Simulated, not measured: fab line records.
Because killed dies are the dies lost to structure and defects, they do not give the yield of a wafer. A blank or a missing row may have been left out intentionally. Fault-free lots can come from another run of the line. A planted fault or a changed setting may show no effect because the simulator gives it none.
Split-lot study | flow gf180mcu | 23 wafers read from 5 lots, route of 602 steps

## THE SPLIT ITSELF
At GF_MIM_SPUTTER_08 (material AlCu, target thk 200 nm, time 10.6 s), the setting power w was moved away from the recipe's 10600 W on 5 of the 23 wafers read, by +6.3% to +6.9%. All remaining wafers had this setting at the recipe value.

## FROM THE SPLIT TO THE READING: what the file shows between them, 2 steps
- GF_MIM_SPUTTER_09: material TiN, target thk 35 nm, time 29.2 s
- GF_MIM_RS_MEAS_10: measures by four-point-probe

## THE READING
MIM_ALCU_THK, in nm, at GF_MIM_THK_MEAS_11 (measures by xrf). Fault-free wafers of this fab line usually give 197.9 nm, standard deviation 2.2 nm.

wafer  | tool, chamber at the split | power w as run, W | against the recipe | MIM_ALCU_THK, nm | against lot-mates on the recipe
L075.1 | pvd sputter-01, -          | 11270             | +6.3%              | 209.2            | +12.0
L075.2 | pvd sputter-01, -          | 11270             | +6.3%              | 211.5            | +14.3
L075.3 | pvd sputter-01, -          | 10600             | recipe             | 196.8            | -
L075.5 | pvd sputter-01, -          | 10600             | recipe             | 197.1            | -
L075.6 | pvd sputter-01, -          | 10600             | recipe             | 197.6            | -
L076.1 | pvd sputter-04, -          | 10600             | recipe             | 197.3            | -
L076.2 | pvd sputter-04, -          | 10600             | recipe             | 197.9            | -
L076.3 | pvd sputter-04, -          | 10600             | recipe             | 196.1            | -
L076.5 | pvd sputter-04, -          | 10600             | recipe             | 197.0            | -
L076.6 | pvd sputter-04, -          | 10600             | recipe             | 196.8            | -
L079.1 | pvd sputter-03, -          | 11330             | +6.9%              | 212.6            | +13.0
L079.2 | pvd sputter-03, -          | 10600             | recipe             | 200.0            | -
L079.3 | pvd sputter-03, -          | 10600             | recipe             | 199.2            | -
L079.4 | pvd sputter-03, -          | 11330             | +6.9%              | 214.2            | +14.6
L079.5 | pvd sputter-03, -          | 11330             | +6.9%              | 211.4            | +11.8
L080.1 | pvd sputter-01, -          | 10600             | recipe             | 197.5            | -
L080.2 | pvd sputter-01, -          | 10600             | recipe             | 199.1            | -
L080.6 | pvd sputter-01, -          | 10600             | recipe             | 198.4            | -
L085.1 | pvd sputter-03, -          | 10600             | recipe             | 191.9            | -
L085.2 | pvd sputter-03, -          | 10600             | recipe             | 193.6            | -
L085.4 | pvd sputter-03, -          | 10600             | recipe             | 193.3            | -
L085.5 | pvd sputter-03, -          | 10600             | recipe             | 192.9            | -
L085.6 | pvd sputter-03, -          | 10600             | recipe             | 194.0            | -

THE FIT
A straight line over all 23 wafers: MIM_ALCU_THK changes by +2.3 nm for each +1% of power w; r = +0.95; the points scatter about the line by 2.2 nm.
The same after taking each lot's own level away (the mean of its wafers on the recipe; 23 wafers): +1.97 nm for each +1%; r = +0.99; scatter 0.83 nm.
That fit puts the effect of the largest move of power w on the reading at 14 nm.
The span of the lots' own levels, 193.14 to 199.60 nm, comes to 2.9 times the standard deviation stated above.
In other words, the slope is changed by the lot-to-lot level; the two fits disagree.
Check: with one of the wafers moved furthest among these (+6.9%) left out of the fit, the line predicts +13.7 nm for it against its lot-mates. Against them it came out at +13 nm.

## ADDITIONAL SPLITS CARRIED BY THESE WAFERS
Note: prior to the reading, these wafers also went through further splits. Each is held against what the fit with the lots' levels taken away leaves over:
other split on the same wafers | wafers away from the commonest value | r with MIM_ALCU_THK (lot level and that fit taken away)
GF_V3_SPUTTER_22 time s        | 9                                    | -0.12
GF_V4_COAT_09 resist thk nm    | 8                                    | +0.14
GF_MIM_SPUTTER_02 time s       | 6                                    | +0.11

## THE WHOLE CHAIN: every reading that the file lists as answering this split, in the file's order
step               | what it does                                  | reading                                                                        | change (the file's fit)              | r (the file's)
GF_MIM_SPUTTER_08  | material AlCu, target thk 200 nm, time 10.6 s | AlCu_of_MIM_SPUTTER_08.thk nm (the simulator's own value, which no gauge read) | +1.93 nm for each +1% of the setting | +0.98
GF_MIM_RS_MEAS_10  | measures by four-point-probe                  | MIM_ALCU_RS                                                                    | -0.00152 for each +1% of the setting | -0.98
GF_MIM_THK_MEAS_11 | measures by xrf                               | MIM_ALCU_THK                                                                   | +1.99 for each +1% of the setting    | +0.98

## THE FILE'S OWN FIT
MIM_ALCU_THK changes by +1.99 nm for each +1% of power w, r = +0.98.
